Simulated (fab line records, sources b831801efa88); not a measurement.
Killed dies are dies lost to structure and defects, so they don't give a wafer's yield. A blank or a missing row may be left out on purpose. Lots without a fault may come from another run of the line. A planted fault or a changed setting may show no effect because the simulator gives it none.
Split-lot experiment | flow sky130 | 5 lots, 23 wafers read, on a route of 708 steps

THE SPLIT
At SKY_VIA3_CMP_02 (polishes SiO2), the setting leave_above_ref_nm was moved away from the recipe's 465 nm on 5 of the 23 wafers read, by +4.2% to +4.7%. The other wafers ran this setting at the recipe's value.

FROM THE SPLIT TO THE READING: what the file shows between them, 2 steps
- SKY_VIA3_DEHYDRATE_04: time 60 s
- SKY_VIA3_ETCH_14: etches BARC in N2/H2, stops on SiO2, time 45.9 s, target depth 60 nm

THE READING
oes_product_au, in a.u., at SKY_VIA3_ETCH_15 (etches SiO2 in C4F8/O2/Ar, stops on TiN, target depth 507 nm, time 78 s). Fault-free wafers of this fab line usually give 0.946 a.u., standard deviation 0.0044 a.u..

wafer  | tool, chamber at the split | leave_above_ref_nm as run, nm | against the recipe | oes_product_au, a.u. | against lot-mates on the recipe
L074.1 | cmp-01, 0,1,2              | 465                           | recipe             | 0.947                | -
L074.3 | cmp-01, 0,1,2              | 465                           | recipe             | 0.942                | -
L074.4 | cmp-01, 3                  | 465                           | recipe             | 0.937                | -
L074.5 | cmp-01, 0,1,2              | 465                           | recipe             | 0.938                | -
L074.6 | cmp-01, 3                  | 465                           | recipe             | 0.951                | -
L079.1 | cmp-02, 3                  | 465                           | recipe             | 0.946                | -
L079.3 | cmp-02, 1                  | 484.3                         | +4.2%              | 0.963                | +0.017
L079.4 | cmp-02, 2                  | 484.3                         | +4.2%              | 0.964                | +0.018
L079.5 | cmp-02, 1                  | 484.3                         | +4.2%              | 0.962                | +0.016
L079.6 | cmp-02, 0                  | 465                           | recipe             | 0.945                | -
L081.2 | cmp-02, 0                  | 465                           | recipe             | 0.944                | -
L081.3 | cmp-02, 3,1,2              | 465                           | recipe             | 0.941                | -
L081.4 | cmp-02, 1                  | 465                           | recipe             | 0.951                | -
L081.5 | cmp-02, 3,1,2              | 465                           | recipe             | 0.955                | -
L081.6 | cmp-02, 3,1,2              | 465                           | recipe             | 0.947                | -
L084.1 | cmp-01, 3                  | 465                           | recipe             | 0.944                | -
L084.2 | cmp-01, 0                  | 487                           | +4.7%              | 0.974                | +0.027
L084.4 | cmp-01, 2                  | 465                           | recipe             | 0.950                | -
L084.5 | cmp-01, 0                  | 465                           | recipe             | 0.946                | -
L084.6 | cmp-01, 1                  | 487                           | +4.7%              | 0.977                | +0.030
L085.2 | cmp-01, 3                  | 465                           | recipe             | 0.952                | -
L085.3 | cmp-01, 0                  | 465                           | recipe             | 0.945                | -
L085.6 | cmp-01, 0                  | 465                           | recipe             | 0.942                | -
Where a row lists several chambers, the file gives one row for several wafers and doesn't say which wafer went through which chamber.

THE FIT
A straight line over all 23 wafers: oes_product_au changes by +0.00517 a.u. for each +1% of leave_above_ref_nm; r = +0.89; the points scatter about the line by 0.0049 a.u..
The same after taking each lot's own level away (the mean of its wafers on the recipe; 23 wafers): +0.0051 a.u. for each +1%; r = +0.91; scatter 0.0045 a.u..
On that fit, the largest move of leave_above_ref_nm shifts the reading by 0.024 a.u..
The lots' own levels span 0.9430 to 0.9476 a.u., that is 1.0 times the standard deviation above.
So the lot-to-lot level changes the slope little: the two slopes agree.
Check: with one of the wafers moved furthest among these (+4.7%) left out of the fit, the line predicts +0.0231 a.u. for it against its lot-mates. It came out at +0.0273 a.u. against them.

OTHER SPLITS ON THESE WAFERS
These wafers also went through other splits before the reading. Each is held against what the fit with the lots' levels taken away leaves over:
other split on the same wafers  | wafers away from the commonest value | r with oes_product_au (lot level and that fit taken away)
SKY_METAL2_METAL_ETCH_19 icp_w  | 6                                    | -0.01
SKY_CAPM_SPUTTER_02 power_w     | 9                                    | -0.36
SKY_CAPM_METAL_ETCH_13 bias_w   | 5                                    | -0.14
SKY_METAL3_METAL_ETCH_18 time_s | 10                                   | -0.22

THE WHOLE CHAIN: every reading that the file lists as answering this split, in the file's order
step             | what it does                                                            | reading                                                                        | change (the file's fit)                   | r (the file's)
SKY_VIA3_CMP_02  | polishes SiO2                                                           | SiO2_of_VIA3_HDPCVD_00.thk_nm (the simulator's own value, which no gauge read) | +4.46 nm for each +1% of the setting      | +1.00
SKY_VIA3_ETCH_15 | etches SiO2 in C4F8/O2/Ar, stops on TiN, target depth 507 nm, time 78 s | oes_product_au                                                                 | +0.00522 a.u. for each +1% of the setting | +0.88
SKY_VIA3_ETCH_15 | etches SiO2 in C4F8/O2/Ar, stops on TiN, target depth 507 nm, time 78 s | VIA3.feature_depth_nm (the simulator's own value, which no gauge read)         | +4.67 nm for each +1% of the setting      | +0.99

THE FILE'S OWN FIT
oes_product_au changes by +0.00522 a.u. for each +1% of leave_above_ref_nm, r = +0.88.
